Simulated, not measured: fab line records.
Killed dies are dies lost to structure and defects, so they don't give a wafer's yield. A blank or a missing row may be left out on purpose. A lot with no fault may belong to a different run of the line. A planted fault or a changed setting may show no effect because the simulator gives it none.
Struck lot and sound lot, side by side	flow sky130	45 steps out of a route of 708
Sound: wafers L502.3, L502.4, L502.5. Struck: wafers L514.1, L514.6. (L514.3 of the same lot was not struck and is left out.) The cause comes at the end.
Order at every step that has rows: each side's tool, ch and its chambers, its first start. Under that, the readings that differ: sound wafers	struck wafers	difference of the means	sigmas: that difference in standard deviations of wafers without a fault.
alike: readings whose means differ by less than 2 such deviations, and words and numbers that are the same on both sides. not compared: withheld readings, readings that some wafer has no value for, bounds like >300 that may hide the same value, and numbers for which the record gives no deviation and whose values overlap.
A row with sigmas, a row that says differs or no value, or rows on one side alone: a step with any of these is where the two part. Numbers that have no deviation but don't overlap get no sigmas and don't part them. A reading missing from all wafers of one side parts the sides only when that side holds two or more wafers.

first, 4 steps without rows for these wafers: SKY_VIA2_STRIP_17 (strips in post etch residue remover, time 1200 s); SKY_VIA2_CLEAN_18 (cleans in IPA, time 180 s); SKY_VIA2_CLEAN_19 (cleans in O3/DIW); SKY_VIA2_SPUTTER_20 (material TiN, target thk 20 nm, time 80 s).
SKY_VIA2_CVD_21: deposits W, target thk 420 nm, time 126.4 s.
  sound on cvd w-01 ch 0,1, day 37 15:51; struck on cvd w-02 ch 1, day 40 17:22
  alike: heater power w
SKY_VIA2_RS_MEAS_22: a four-point-probe measurement.
  struck on film metro-02, day 40 17:30; sound on film metro-03, day 37 15:59
  alike: VIA2_W_RS
SKY_VIA2_THK_MEAS_23: measures by xrf.
  struck on film metro-02, day 40 17:37; sound on film metro-03, day 37 16:05
  alike: VIA2_W_THK
SKY_VIA2_CMP_24: polishes, stops on SiO2, t overpolish 20 s, target thk 0 nm.
  sound on cmp-02 ch 0,2, day 37 16:07; struck on cmp-01 ch 0,1, day 40 17:47
  alike: head pressure psi, motor current A, overpolish run s, slurry flow ml min, time to endpoint s
SKY_METAL3_SPUTTER_00: material Ti, target thk 15 nm, time 10 s.
  struck on pvd sputter-01, day 40 17:59; sound on pvd sputter-02, day 37 16:25
  alike: throttle valve pct
then, 1 step without rows for these wafers: SKY_METAL3_SPUTTER_01 (material TiN, target thk 20 nm, time 16.7 s).
SKY_METAL3_SPUTTER_02: material AlCu, target thk 735 nm, time 39.1 s.
  struck on pvd sputter-01, day 40 18:02; sound on pvd sputter-02, day 37 16:28
  alike: throttle valve pct
then, 1 step without rows for these wafers: SKY_METAL3_SPUTTER_03 (material Ti, target thk 5 nm, time 3.3 s).
SKY_METAL3_SPUTTER_04: material TiN, target thk 70 nm, time 58.3 s.
  struck on pvd sputter-01, day 40 18:05; sound on pvd sputter-02, day 37 16:31
reading	sound	struck	difference	sigmas
model.TiN_of_METAL3_SPUTTER_04.thk nm (nm)	69.53 68.72 68.45	99.19 99.18	+30.28	
  alike: throttle valve pct
then, 1 step without rows for these wafers: SKY_CAPM_CVD_00 (deposits SiO2, target thk 15.5 nm).
SKY_CAPM_THK_MEAS_01:
  struck on film metro-04, day 40 18:10; sound on film metro-03, day 37 16:37
reading	sound	struck	difference	sigmas
CAPM_CVD_00_THK (nm)	15.55 15.71 15.89	15.06 15.17	-0.60	-3
then, 1 step without rows for these wafers: SKY_CAPM_SPUTTER_02 (material TiN, target thk 200 nm, time 166.7 s).
SKY_CAPM_RS_MEAS_03: a four-point-probe measurement.
  struck on film metro-04, day 40 18:20; sound on film metro-02, day 37 16:48
  alike: CAPM_TIN_RS
SKY_CAPM_THK_MEAS_04: measures by xrf.
  struck on film metro-04, day 40 18:28; sound on film metro-02, day 37 16:54
  alike: CAPM_TIN_THK
then, 7 steps without rows for these wafers: SKY_CAPM_DEHYDRATE_05 (time 60 s); SKY_CAPM_HMDS_06 (prime time 60 s); SKY_CAPM_COAT_07 (resist thk 1140 nm); SKY_CAPM_SOFTBAKE_08 (time 60 s); SKY_CAPM_EXPOSE_09 (exposes mask CAPM, target cd 1000 nm); SKY_CAPM_PEB_10; SKY_CAPM_DEVELOP_11 (develop time 60 s).
SKY_CAPM_OVL_MEAS_12:
  struck on overlay-01, day 41 18:16; sound on overlay-01, day 38 17:40
  alike: CAPM_OVL
then, 1 step without rows for these wafers: SKY_CAPM_METAL_ETCH_13 (etches TiN in Cl2/BCl3, stops on SiO2, target depth 220 nm, time 62.9 s).
SKY_CAPM_STRIP_14: strips in O2/N2.
  sound on plasma asher-01 ch 0,1, day 38 17:47; struck on plasma asher-01 ch 0,1, day 41 18:23
  alike: drypump motor current A, oes product au, strip time to endpoint s
  not compared: rf hours counter h
then, 11 steps without rows for these wafers: SKY_CAPM_STRIP_15 (strips in post etch residue remover, time 1200 s); SKY_CAPM_CLEAN_16 (cleans in IPA, time 180 s); SKY_CAPM_CLEAN_17 (cleans in O3/DIW); SKY_METAL3_DEHYDRATE_05 (time 60 s); SKY_METAL3_HMDS_06 (prime time 60 s); SKY_METAL3_COAT_07 (resist thk 60 nm); SKY_METAL3_COAT_08 (resist thk 1140 nm); SKY_METAL3_SOFTBAKE_09 (time 90 s); SKY_METAL3_EXPOSE_10 (exposes mask MM3, target cd 300 nm); SKY_METAL3_PEB_11; SKY_METAL3_DEVELOP_12 (develop time 60 s).
SKY_METAL3_CD_MEAS_13: the cd target is 300 nm.
  struck on cd sem-02, day 42 17:23; sound on cd sem-02, day 39 19:05
reading	sound	struck	difference	sigmas
cd nm (nm)	297.4 297.5 298.8	301.9 302.2	+4.1	+3
SKY_METAL3_OVL_MEAS_14:
  struck on overlay-01, day 42 17:31; sound on overlay-02, day 39 19:11
  alike: METAL3_OVL
then, 1 step without rows for these wafers: SKY_METAL3_DESCUM_15 (chemistry O2, time 8 s).
SKY_METAL3_ETCH_17: etches SiO2 in C4F8/O2/Ar, stops on TiN, time 4.073 s, target depth 15 nm.
  sound on rie diel-04 ch 0,2,3, day 39 19:20; struck on rie diel-03 ch 0,3, day 42 17:41
reading	sound	struck	difference	sigmas
oes product au (a.u.)	0.742 0.750 0.746	0.723 0.729	-0.020	-3
model.TiN_of_METAL3_SPUTTER_04.thk nm (nm)	69.5 68.69 68.41	99.16 99.15	+30.29	
  not compared: rf hours counter h
SKY_METAL3_METAL_ETCH_18: etches the open film in Cl2/BCl3, stops on SiO2, target depth 845 nm, time 183.1 s.
  sound on rie metal-04 ch 1, day 39 19:29; struck on rie metal-04 ch 0,1, day 42 17:42
reading	sound	struck	difference	sigmas
oes product au (a.u.)	0.870 0.871 0.867	0.890 0.879	+0.015	+2
  alike: drypump motor current A, he backside leak sccm, throttle valve pct
  not compared: rf hours counter h
-- the record jumps here: 6 days lie between the struck wafers' starts before and after (it left off in module METAL3 and takes up again in module PAD_OPEN, whose first step shown is number 708 of the route) --
SKY_PAD_OPEN_PROBE_99:
  struck on prober-02, day 49 04:16; sound on prober-01, day 46 17:41
  alike: defect limited yield, killed_at_M0_to_M3, killed_at_M4_up, killed at contacts, killed at front end, killed at other, killed dies, killed open, killed short, sort_bin_3_pad_short, sort_bin_5_function, sort_bin_6_memory, sort n pass, sort yield pct
  not compared: model.etest.via3 chain.rc ohm

== WHERE THEY PART ==
At SKY_CAPM_THK_MEAS_01 first; at SKY_METAL3_METAL_ETCH_18 last (within this record only). Later steps at which nothing parts them and some readings are alike: SKY_PAD_OPEN_PROBE_99.

WHY: what the simulator had put in
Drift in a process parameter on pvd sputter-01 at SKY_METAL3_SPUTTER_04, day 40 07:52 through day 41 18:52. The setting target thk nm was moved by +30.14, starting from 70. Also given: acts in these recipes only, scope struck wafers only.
